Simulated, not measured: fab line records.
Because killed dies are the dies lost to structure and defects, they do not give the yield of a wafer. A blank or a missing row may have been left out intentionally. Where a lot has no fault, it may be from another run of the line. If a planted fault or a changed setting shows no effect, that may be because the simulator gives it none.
fab line records    flow gf180mcu    part 2 of 2: steps 26 to 35 of 35
record: lots: 5  wafers: 15  last-day: 34
route steps=602 shown V5@559 TOP_METAL@567 PASSIVATION@587
lots untouched by any fault: they come from a run of this same line in which no faults occurred
start-h: the number of hours between the record's first day and the start of the first shown wafer of the lot    wait-h: hours elapsed since this lot's preceding step    " unchanged from the row above    L1.1+2: a single row standing in for several wafers    - no value present, or no start provided    * or withheld: withheld    < > ~ a bound
route shown NAME@n: a module of which the file shows steps, and the number in the route of the first    usual: mean/standard deviation of fault-free wafers    same: alike in all rows    chamber/n: place in a boat    sites: the reading at each site    _std_site: standard deviation across them    _edge_site: mean of outer sites minus mean of inner sites    radius-mm: for every site, how far away it sits from the centre of the wafer    mask NAME#n: copy n    behind: the most recent tool/chamber to have shaped the wafer    hold: what put the lot on hold/how long, in hours/how the hold closed    device: the transistor (n, p or np) that didn't switch    end of line: tests run on the same wafers once the route is complete    a step without rows: its recipe alone    killed: count of dies lost to structure and defects at first sort (not the wafer's yield)    map: a wafer's dies, x killed, . not, _ none there
set.NAME: the setting that was run; set.NAME@STEP: the one run at that earlier step    model.NAME: the simulator's own value behind a step, which no gauge read
certain route steps with their lots: each step a table, each wafer a row
services: from which hour (start-h, from the record's first day; less than 0 if before it) a tool's chamber was out of use, for how many hours, and why
== steps ==
step: GF_TOP_METAL_STRIP_17
recipe: chemistry: O2/N2  power-w: 1400  pressure-mtorr: 1500  platen-temp-c: 250  o2-flow-sccm: 3000  n2-flow-sccm: 300  overash-fraction: 0.5
usual: drypump-motor-current-A: 6.0/0.5  heater-power-w: 361/42  oes-product-au: 0.710/0.004  strip-time-to-endpoint-s: 12.91/0.075
same: overash-fraction: 0.5
lot.wafer  tool             chamber  start-h  wait-h  drypump-motor-current-A  heater-power-w  oes-product-au  rf-hours-counter-h  strip-time-to-endpoint-s
L077.3     plasma-asher-04  0        680.22   0.1     6.2                      291             0.715           -                   12.98
L077.5     "                0        "        "       6.2                      296             0.711           -                   12.90
L077.6     "                1        "        "       5.9                      330             0.707           -                   12.96
L081.2     plasma-asher-01  1        705.83   0.3     6.5                      414             0.707           59                  12.96
L081.4     "                0        "        "       6.1                      336             0.715           -                   12.96
L081.6     "                1        "        "       6.5                      406             0.707           -                   12.88
L084.1     plasma-asher-04  1        729.37   0.1     5.9                      325             0.712           96                  12.87
L084.2     "                0        "        "       6.2                      296             0.706           96                  12.83
L084.4     "                0        "        "       6.2                      297             0.707           -                   12.91
L093.1     plasma-asher-01  0        781.94   0.1     6.1                      345             0.710           67                  12.92
L093.5     "                0        "        "       6.2                      342             0.717           -                   12.88
L093.6     "                1        "        "       6.5                      412             0.702           -                   12.95
L094.1     plasma-asher-03  1        788.30   0.1     4.8                      358             0.713           5                   12.88
L094.3     "                1        "        "       4.8                      362             0.711           -                   12.81
L094.6     "                1        "        "       4.8                      362             0.712           -                   12.85
step: GF_TOP_METAL_STRIP_18
recipe: chemistry: post-etch-residue-remover  time-s: 1200  temp-c: 72.5
lot.wafer   tool          chamber  start-h  wait-h
L077.3+5+6  wet-bench-01  0        680.28   0.0
L081.2+4+6  wet-bench-01  1        705.93   0.1
L084.1+2+4  wet-bench-01  2        729.47   0.1
L093.1+5+6  wet-bench-04  1        782.04   0.1
L094.1+3+6  wet-bench-02  2        788.40   0.1
step: GF_TOP_METAL_CLEAN_19
recipe: chemistry: DIW  dry: n2-spin
lot.wafer   tool          chamber  start-h  wait-h
L077.3+5+6  wet-bench-02  3        680.63   0.0
L081.2+4+6  wet-bench-01  2        706.27   0.0
L084.1+2+4  wet-bench-04  1        729.81   0.0
L093.1+5+6  wet-bench-02  0        782.41   0.0
L094.1+3+6  wet-bench-01  0        788.75   0.0
step: GF_PASSIVATION_CVD_00
recipe: material: SiO2  target-thk-nm: 1000  precursor: TEOS  temp-c: 400  time-s: 111.95  rf-w: 600
usual: heater-power-w: 631/110
lot.wafer  tool      chamber  start-h  wait-h  heater-power-w
L077.3     pecvd-01  1        680.73   0.0     751
L077.5     "         2        "        "       569
L077.6     "         0        "        "       587
L081.2     pecvd-01  2        706.36   0.0     567
L081.4     "         0        "        "       607
L081.6     "         2        "        "       458
L084.1     pecvd-03  0        729.91   0.0     756
L084.2     "         2        "        "       565
L084.4     "         2        "        "       622
L093.1     pecvd-04  0        782.50   0.0     538
L093.5     "         0        "        "       465
L093.6     "         2        "        "       875
L094.1     pecvd-01  2        788.85   0.0     542
L094.3     "         0        "        "       682
L094.6     "         2        "        "       443
step: GF_PASSIVATION_THK_MEAS_01
recipe: reads: SiO2_of_PASSIVATION_CVD_00
usual: PASSIVATION_CVD_00_THK: 996/16
lot.wafer  tool           chamber  start-h  wait-h  PASSIVATION_CVD_00_THK[nm]
L077.3     film-metro-01  -        680.82   0.1     980
L077.5     "              -        "        "       1003
L077.6     "              -        "        "       1000
L081.2     film-metro-01  -        706.45   0.0     966
L081.4     "              -        "        "       1004
L081.6     "              -        "        "       992
L084.1     film-metro-01  -        729.99   0.0     977
L084.2     "              -        "        "       994
L084.4     "              -        "        "       1019
L093.1     film-metro-02  -        782.62   0.1     974
L093.5     "              -        "        "       993
L093.6     "              -        "        "       1025
L094.1     film-metro-04  -        788.93   0.0     968
L094.3     "              -        "        "       996
L094.6     "              -        "        "       989
step: GF_PASSIVATION_CVD_02
recipe: material: Si3N4  target-thk-nm: 700  time-s: 486.18  temp-c: 400  rf-w: 450
usual: heater-power-w: 697/110
lot.wafer  tool      chamber  start-h  wait-h  heater-power-w
L077.3     pecvd-03  1        680.86   0.0     629
L077.5     "         2        "        "       732
L077.6     "         1        "        "       539
L081.2     pecvd-03  1        706.50   0.0     560
L081.4     "         2        "        "       592
L081.6     "         1        "        "       601
L084.1     pecvd-04  0        730.05   0.1     526
L084.2     "         2        "        "       848
L084.4     "         2        "        "       916
L093.1     pecvd-01  0        782.68   0.1     695
L093.5     "         0        "        "       730
L093.6     "         2        "        "       601
L094.1     pecvd-04  2        788.99   0.1     826
L094.3     "         0        "        "       562
L094.6     "         2        "        "       900
step: GF_PASSIVATION_THK_MEAS_03
recipe: reads: Si3N4_of_PASSIVATION_CVD_02
usual: PASSIVATION_CVD_02_THK: 693/9.4
lot.wafer  tool           chamber  start-h  wait-h  PASSIVATION_CVD_02_THK[nm]
L077.3     film-metro-01  -        681.17   0.2     677
L077.5     "              -        "        "       713
L077.6     "              -        "        "       697
L081.2     film-metro-01  -        706.80   0.2     694
L081.4     "              -        "        "       705
L081.6     "              -        "        "       697
L084.1     film-metro-02  -        730.48   0.3     694
L084.2     "              -        "        "       688
L084.4     "              -        "        "       689
L093.1     film-metro-02  -        782.97   0.1     691
L093.5     "              -        "        "       702
L093.6     "              -        "        "       700
L094.1     film-metro-04  -        789.42   0.3     673
L094.3     "              -        "        "       686
L094.6     "              -        "        "       684
step: GF_PASSIVATION_DEHYDRATE_04
recipe: temp-c: 200  time-s: 60
usual: resist-line-temp-C: 22.97/0.11
lot.wafer  tool            chamber  start-h  wait-h  resist-line-temp-C
L077.3     litho-track-02  0        689.09   7.9     22.85
L077.5     "               0        "        "       23.13
L077.6     "               0        "        "       22.99
L081.2     litho-track-01  0        716.01   9.2     22.91
L081.4     "               0        "        "       22.93
L081.6     "               0        "        "       23.01
L084.1     litho-track-01  0        739.63   9.1     22.77
L084.2     "               0        "        "       22.86
L084.4     "               0        "        "       22.88
L093.1     litho-track-02  0        790.84   7.9     22.80
L093.5     "               0        "        "       22.69
L093.6     "               0        "        "       22.81
L094.1     litho-track-02  0        796.34   6.9     22.87
L094.3     "               0        "        "       22.99
L094.6     "               0        "        "       22.90
step: GF_PASSIVATION_HMDS_05
recipe: prime-time-s: 60  prime-temp-c: 120
usual: resist-line-temp-C: 23.01/0.097
lot.wafer  tool            chamber  start-h  wait-h  resist-line-temp-C
L077.3     litho-track-02  0        689.24   0.1     22.94
L077.5     "               0        "        "       23.06
L077.6     "               0        "        "       22.95
L081.2     litho-track-01  0        716.16   0.1     22.99
L081.4     "               0        "        "       23.04
L081.6     "               0        "        "       22.93
L084.1     litho-track-01  0        739.78   0.1     23.04
L084.2     "               0        "        "       22.96
L084.4     "               0        "        "       23.16
L093.1     litho-track-02  0        790.99   0.1     23.09
L093.5     "               0        "        "       23.13
L093.6     "               0        "        "       23.06
L094.1     litho-track-02  0        796.49   0.1     22.85
L094.3     "               0        "        "       22.77
L094.6     "               0        "        "       23.02
step: GF_PASSIVATION_COAT_06
recipe: spin-rpm: 2000  resist-thk-nm: 4000
usual: resist-line-temp-C: 22.99/0.1
lot.wafer  tool            chamber  start-h  wait-h  resist-line-temp-C
L077.3     litho-track-02  0        689.39   0.1     22.98
L077.5     "               0        "        "       22.87
L077.6     "               0        "        "       22.75
L081.2     litho-track-01  0        716.31   0.1     22.95
L081.4     "               0        "        "       23.12
L081.6     "               0        "        "       22.94
L084.1     litho-track-01  0        739.93   0.1     22.89
L084.2     "               0        "        "       22.90
L084.4     "               0        "        "       22.75
L093.1     litho-track-02  0        791.14   0.1     23.07
L093.5     "               0        "        "       23.02
L093.6     "               0        "        "       23.24
L094.1     litho-track-02  0        796.64   0.1     23.13
L094.3     "               0        "        "       22.95
L094.6     "               0        "        "       22.88
== services ==
tool              chamber  start-h  hours  kind
rie-metal-01      -        636.07   1.4    pm
pvd-sputter-02    -        645.83   23.6   repair
plasma-asher-01   -        645.98   2.8    pm
rie-metal-04      -        659.81   0.2    repair
cmp-01            -        663.24   0.6    repair
rie-metal-01      1        663.77   45.7   repair
rie-metal-04      -        668.97   1.1    repair
iline-stepper-01  -        677.34   3.2    repair
pecvd-01          0        685.38   8.9    repair
cmp-01            -        694.02   0.8    repair
wet-bench-01      -        697.94   1.9    pm
pecvd-03          -        710.96   2.8    pm
pecvd-03          -        714.23   0.7    repair
plasma-asher-04   -        722.18   1.3    repair
cvd-w-02          0        728.15   20.8   repair
iline-stepper-01  -        728.50   1.7    pm
plasma-asher-03   -        733.75   9.0    pm
plasma-asher-01   -        735.12   1.3    repair
cvd-w-02          1        738.32   1.6    repair
iline-stepper-02  -        740.47   1.7    pm
pvd-sputter-04    -        740.97   51.0   repair
cmp-02            -        744.02   4.0    pm
pvd-sputter-03    -        786.56   3.1    repair
pvd-sputter-01    -        790.72   5.3    repair
